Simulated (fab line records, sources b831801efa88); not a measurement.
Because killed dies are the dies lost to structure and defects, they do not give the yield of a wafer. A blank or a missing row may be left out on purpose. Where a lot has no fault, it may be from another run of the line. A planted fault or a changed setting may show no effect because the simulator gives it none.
fab line records	flow sky130
[record] lots = 15	wafers = 44	last-day = 50
route steps=708 shown POLY_CUT@315 SD_P@359 LOCAL_INTERCONNECT@395 CONTACT@406
lots with no fault: from the same line, run without faults
start-h: the number of hours between the record's first day and the start of the first shown wafer of the lot	wait-h: hours elapsed since this lot's preceding step	" as in the row above	L1.1+2: one row covering several wafers at once	- no value present, or no start provided	* or withheld: withheld	< > ~ a bound
route shown NAME@n: NAME is a module with steps in the file, n the number in the route of the first one	usual: mean and standard deviation over wafers with no fault	same: alike in all rows	chamber/n: place in a boat	sites: readings site by site	_std_site: standard deviation across them	_edge_site: inner sites' mean taken away from outer sites' mean	radius-mm: how far each site lies from the wafer's centre	mask NAME#n: copy n	behind: the last tool/chamber to shape the wafer	hold: why the lot was held/for how many hours/how that ended	device: whichever transistor did not switch (one of n, p or np)	end of line: the route-end tests of the same wafers	for a step that has no rows: nothing shown but its recipe	killed: the dies lost at the first sort to structure and to defects; this is not the yield of the wafer	map: a wafer's dies, marking killed ones x, the rest . and places with no die _
set.NAME: the setting the step ran with; set.NAME@STEP: the setting that earlier step ran with	model.NAME: the simulator's own value behind a step, which no gauge read
the route's steps for a sample of lots (tables are steps, rows are wafers)
services: a tool's chamber out of use, with start hour (start-h, from the record's first day; less than 0 if before it), hours out, and reason
[[steps]]
[step SKY_POLY_CUT_CD_MEAS_08]
[recipe] target-cd-nm = 270
[usual] cd-nm = 269.8/1.3
lot.wafer	tool	chamber	start-h	wait-h	cd-nm
L416.1	cd-sem-02	-	551.66	-	268.4
L416.3	"	-	"	"	268.6
L416.6	"	-	"	"	270.1
L417.1	cd-sem-02	-	553.42	-	268.8
L417.3	"	-	"	"	269.3
L417.5	"	-	"	"	269.6
L418.2	cd-sem-02	-	571.54	-	269.0
L418.4	"	-	"	"	269.5
L418.5	"	-	"	"	270.1
L419.1	cd-sem-02	-	574.66	-	270.3
L419.4	"	-	"	"	270.5
L419.5	"	-	"	"	269.2
L420.1	cd-sem-01	-	583.81	-	270.0
L420.2	"	-	"	"	270.9
L420.5	"	-	"	"	271.0
L422.2	cd-sem-02	-	604.27	-	271.9
L422.3	"	-	"	"	272.4
L422.4	"	-	"	"	272.1
L423.2	cd-sem-01	-	617.52	-	269.0
L423.5	"	-	"	"	269.1
L423.6	"	-	"	"	269.6
L424.2	cd-sem-01	-	642.69	-	271.4
L424.3	"	-	"	"	269.4
L424.4	"	-	"	"	270.8
L425.4	cd-sem-02	-	660.66	-	270.0
L425.5	"	-	"	"	268.2
L425.6	"	-	"	"	268.6
L427.2	cd-sem-02	-	669.19	-	270.6
L427.4	"	-	"	"	270.9
L427.6	"	-	"	"	272.1
L429.1	cd-sem-02	-	686.50	-	269.6
L429.3	"	-	"	"	272.5
L429.5	"	-	"	"	270.8
L430.5	cd-sem-02	-	686.93	-	267.6
L430.6	"	-	"	"	270.1
L436.1	cd-sem-02	-	736.07	-	269.6
L436.3	"	-	"	"	270.7
L436.4	"	-	"	"	270.3
L438.1	cd-sem-02	-	740.40	-	270.7
L438.3	"	-	"	"	270.7
L438.5	"	-	"	"	269.6
L439.1	cd-sem-02	-	742.55	-	270.0
L439.3	"	-	"	"	269.3
L439.5	"	-	"	"	269.9
[step SKY_SD_N_RS_MEAS_17]
[recipe] thk-meas-gauge = four-point-probe
[usual] SD_P_RS = 146.9/0.34
lot.wafer	tool	chamber	start-h	wait-h	SD_P_RS[ohm/sq]
L416.1	film-metro-03	-	640.41	0.1	147.2
L416.3	"	-	"	"	146.9
L416.6	"	-	"	"	147.0
L417.1	film-metro-02	-	642.23	0.1	147.1
L417.3	"	-	"	"	146.9
L417.5	"	-	"	"	147.3
L418.2	film-metro-02	-	658.59	0.1	147.1
L418.4	"	-	"	"	147.2
L418.5	"	-	"	"	147.0
L419.1	film-metro-03	-	663.36	0.1	147.0
L419.4	"	-	"	"	147.1
L419.5	"	-	"	"	147.2
L420.1	film-metro-03	-	670.77	0.1	147.6
L420.2	"	-	"	"	146.7
L420.5	"	-	"	"	146.8
L422.2	film-metro-03	-	691.68	0.1	146.8
L422.3	"	-	"	"	147.1
L422.4	"	-	"	"	147.1
L423.2	film-metro-03	-	702.88	0.1	147.0
L423.5	"	-	"	"	147.1
L423.6	"	-	"	"	146.9
L424.2	film-metro-02	-	727.65	0.1	146.4
L424.3	"	-	"	"	146.9
L424.4	"	-	"	"	146.5
L425.4	film-metro-03	-	744.83	0.1	147.2
L425.5	"	-	"	"	147.2
L425.6	"	-	"	"	147.2
L427.2	film-metro-03	-	754.33	0.1	146.7
L427.4	"	-	"	"	146.3
L427.6	"	-	"	"	146.2
L429.1	film-metro-02	-	770.26	0.1	146.9
L429.3	"	-	"	"	147.0
L429.5	"	-	"	"	147.4
L430.5	film-metro-04	-	770.63	0.1	146.1
L430.6	"	-	"	"	146.1
L436.1	film-metro-04	-	816.35	0.1	147.2
L436.3	"	-	"	"	147.4
L436.4	"	-	"	"	147.5
L438.1	film-metro-02	-	819.32	0.1	147.0
L438.3	"	-	"	"	146.5
L438.5	"	-	"	"	146.8
L439.1	film-metro-04	-	822.36	0.1	147.4
L439.3	"	-	"	"	147.1
L439.5	"	-	"	"	146.9
[step SKY_LOCAL_INTERCONNECT_EXPOSE_08]
[recipe] mask-id = LI1M	na = 0.8	source-shape = annular	sigma-inner = 0.55	sigma-outer = 0.85	target-cd-nm = 170	dose-mj = 28
[usual] stage-vel-mm-s = 500.03/0.25
[same] sigma-outer = 0.85
lot.wafer	tool	chamber	start-h	wait-h	mask	stage-vel-mm-s
L416.1	krf-scanner-02	0	686.07	-	LI1M#0	500.43
L416.3	"	0	"	"	LI1M#0	500.23
L416.6	"	0	"	"	LI1M#0	499.97
L417.1	krf-scanner-01	0	688.27	-	LI1M#0	500.05
L417.3	"	0	"	"	LI1M#0	500.08
L417.5	"	0	"	"	LI1M#0	499.82
L418.2	krf-scanner-02	0	702.47	-	LI1M#0	499.78
L418.4	"	0	"	"	LI1M#0	500.34
L418.5	"	0	"	"	LI1M#0	499.67
L419.1	krf-scanner-01	0	707.37	-	LI1M#0	499.88
L419.4	"	0	"	"	LI1M#0	499.96
L419.5	"	0	"	"	LI1M#0	499.90
L420.1	krf-scanner-01	0	715.86	-	LI1M#0	499.81
L420.2	"	0	"	"	LI1M#0	499.93
L420.5	"	0	"	"	LI1M#0	499.92
L422.2	krf-scanner-01	0	734.85	-	LI1M#0	499.87
L422.3	"	0	"	"	LI1M#0	500.02
L422.4	"	0	"	"	LI1M#0	500.18
L423.2	krf-scanner-01	0	747.32	-	LI1M#0	500.08
L423.5	"	0	"	"	LI1M#0	500.35
L423.6	"	0	"	"	LI1M#0	500.26
L424.2	krf-scanner-02	0	771.07	-	LI1M#0	499.99
L424.3	"	0	"	"	LI1M#0	499.97
L424.4	"	0	"	"	LI1M#0	500.10
L425.4	krf-scanner-01	0	787.53	-	LI1M#0	500.23
L425.5	"	0	"	"	LI1M#0	500.41
L425.6	"	0	"	"	LI1M#0	500.01
L427.2	krf-scanner-01	0	797.48	-	LI1M#0	499.58
L427.4	"	0	"	"	LI1M#0	499.83
L427.6	"	0	"	"	LI1M#0	499.93
L429.1	krf-scanner-01	0	810.92	-	LI1M#0	500.32
L429.3	"	0	"	"	LI1M#0	500.02
L429.5	"	0	"	"	LI1M#0	499.75
L430.5	krf-scanner-01	0	812.03	-	LI1M#0	500.34
L430.6	"	0	"	"	LI1M#0	500.06
L436.1	krf-scanner-02	0	858.03	-	LI1M#0	500.29
L436.3	"	0	"	"	LI1M#0	500.24
L436.4	"	0	"	"	LI1M#0	500.43
L438.1	krf-scanner-02	0	861.45	-	LI1M#0	500.15
L438.3	"	0	"	"	LI1M#0	500.03
L438.5	"	0	"	"	LI1M#0	500.14
L439.1	krf-scanner-02	0	863.70	-	LI1M#0	499.94
L439.3	"	0	"	"	LI1M#0	500.36
L439.5	"	0	"	"	LI1M#0	499.81
[step SKY_LOCAL_INTERCONNECT_CD_MEAS_11]
[recipe] target-cd-nm = 170
[usual] cd-nm = 169.9/1.6
lot.wafer	tool	chamber	start-h	wait-h	cd-nm
L416.1	cd-sem-02	-	699.30	-	171.0
L416.3	"	-	"	"	169.6
L416.6	"	-	"	"	170.7
L417.1	cd-sem-01	-	701.52	-	173.4
L417.3	"	-	"	"	173.3
L417.5	"	-	"	"	174.2
L418.2	cd-sem-01	-	716.49	-	170.6
L418.4	"	-	"	"	169.0
L418.5	"	-	"	"	169.0
L419.1	cd-sem-02	-	721.30	-	172.9
L419.4	"	-	"	"	170.6
L419.5	"	-	"	"	172.1
L420.1	cd-sem-02	-	729.11	-	168.9
L420.2	"	-	"	"	170.3
L420.5	"	-	"	"	168.6
L422.2	cd-sem-01	-	749.07	-	168.2
L422.3	"	-	"	"	168.3
L422.4	"	-	"	"	168.4
L423.2	cd-sem-01	-	760.79	-	168.3
L423.5	"	-	"	"	167.4
L423.6	"	-	"	"	167.2
L424.2	cd-sem-01	-	784.28	-	168.7
L424.3	"	-	"	"	170.6
L424.4	"	-	"	"	170.9
L425.4	cd-sem-01	-	799.88	-	170.2
L425.5	"	-	"	"	170.9
L425.6	"	-	"	"	169.5
L427.2	cd-sem-01	-	809.67	-	169.0
L427.4	"	-	"	"	169.0
L427.6	"	-	"	"	128.9
L429.1	cd-sem-01	-	823.80	-	167.5
L429.3	"	-	"	"	167.8
L429.5	"	-	"	"	130.0
L430.5	cd-sem-02	-	825.13	-	134.5
L430.6	"	-	"	"	134.5
L436.1	cd-sem-01	-	870.11	-	170.9
L436.3	"	-	"	"	169.3
L436.4	"	-	"	"	170.8
L438.1	cd-sem-01	-	873.32	-	169.6
L438.3	"	-	"	"	169.1
L438.5	"	-	"	"	169.0
L439.1	cd-sem-02	-	876.80	-	171.1
L439.3	"	-	"	"	169.7
L439.5	"	-	"	"	171.8
[step SKY_CONTACT_CVD_00]
[recipe] material = Si3N4	target-thk-nm = 75	temp-c = 400	time-s = withheld	rf-w = 450
[usual] heater-power-w = 742/78
lot.wafer	tool	chamber	start-h	wait-h	heater-power-w
L416.1	pecvd-01	2	700.25	0.0	726
L416.3	"	1	"	"	822
L416.6	"	2	"	"	707
L417.1	pecvd-03	1	702.45	0.0	694
L417.3	"	2	"	"	810
L417.5	"	1	"	"	701
L418.2	pecvd-04	0	717.36	0.0	546
L418.4	"	1	"	"	799
L418.5	"	0	"	"	542
L419.1	pecvd-03	1	722.16	0.0	722
L419.4	"	0	"	"	721
L419.5	"	1	"	"	716
L420.1	pecvd-03	2	730.45	0.0	703
L420.2	"	1	"	"	774
L420.5	"	1	"	"	781
L422.2	pecvd-03	0	749.95	0.0	699
L422.3	"	2	"	"	679
L422.4	"	2	"	"	705
L423.2	pecvd-01	0	761.63	0.0	927
L423.5	"	2	"	"	666
L423.6	"	0	"	"	928
L424.2	pecvd-03	0	785.12	0.0	732
L424.3	"	1	"	"	816
L424.4	"	2	"	"	784
L425.4	pecvd-04	1	800.71	0.0	794
L425.5	"	0	"	"	613
L425.6	"	2	"	"	671
L427.2	pecvd-01	0	810.55	0.0	917
L427.4	"	2	"	"	673
L429.1	pecvd-03	1	824.69	0.0	764
L429.3	"	0	"	"	742
L436.1	pecvd-03	2	870.97	0.0	734
L436.3	"	1	"	"	816
L436.4	"	0	"	"	672
L438.1	pecvd-04	2	874.18	0.0	744
L438.3	"	0	"	"	580
L438.5	"	1	"	"	747
L439.1	pecvd-03	0	877.66	0.0	770
L439.3	"	2	"	"	779
L439.5	"	2	"	"	792
[[services]]
tool	chamber	start-h	hours	kind
pecvd-03	1	663.63	5.5	scheduled-down
krf-scanner-02	-	666.28	0.9	repair
krf-scanner-02	-	678.77	1.0	pm
pecvd-03	0	691.47	13.8	repair
krf-scanner-02	-	695.65	1.3	pm
krf-scanner-01	-	701.60	1.0	pm
pecvd-03	-	717.13	4.1	repair
krf-scanner-02	-	721.90	0.8	pm
pecvd-03	-	732.79	14.6	pm
krf-scanner-01	-	740.21	0.8	pm
krf-scanner-01	-	741.15	1.3	pm
krf-scanner-01	0	752.90	-	calibration
pecvd-01	-	779.35	0.6	repair
pecvd-01	-	801.85	3.1	repair
pecvd-01	-	833.95	2.8	pm
pecvd-04	1	837.31	4.5	repair
krf-scanner-02	-	847.60	4.0	pm
pecvd-03	0	850.03	4.1	repair
krf-scanner-02	-	851.62	1.0	pm
pecvd-03	1	853.17	12.5	repair
pecvd-03	-	860.11	6.0	pm
krf-scanner-01	-	870.60	1.0	pm
krf-scanner-02	-	871.35	0.4	repair
krf-scanner-02	-	871.74	1.3	pm
[[key]]
[first-sign] step = SKY_LOCAL_INTERCONNECT_CD_MEAS_11	reading = cd-nm	direction = down	sigmas = 23	usual = 169.9	struck = 132.0
effect none on later readings
met-at SKY_LOCAL_INTERCONNECT_EXPOSE_08
struck-lots L427,L429,L430
struck-wafers L427.6,L429.5,L430.5,L430.6
later-rows-left-out L427.6,L429.5,L430.5,L430.6
sort-left-out L427.6,L429.5,L430.5,L430.6
tester-left-out L427,L429,L430
not-acting-at SKY_POLY_CUT_CD_MEAS_08,SKY_SD_N_RS_MEAS_17,SKY_CONTACT_CVD_00
onset-between 787.53 797.48
[fault] kind = process-parameter-drift	tool = krf-scanner-01	chamber = -	onset-h = 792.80	steps = SKY_LOCAL_INTERCONNECT_EXPOSE_08	channel = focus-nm	offset = 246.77	shape = step	end-h = 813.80	scope = struck-wafers-only
// tester-left-out: of these lots the tester's yield and bins aren't shown, on N5 and GAA mostly nor the transistor test; their killed dies are dies lost to structure and defects alone, not to doping, threshold or leakage, so they don't give the yield
// sort-left-out: the simulated sort isn't trusted on such a fault, so these wafers' sort isn't shown, and their yield isn't known
// later-rows-left-out: the simulator's readings of these wafers behind a module that went badly wrong aren't trusted and aren't shown, but for the sort
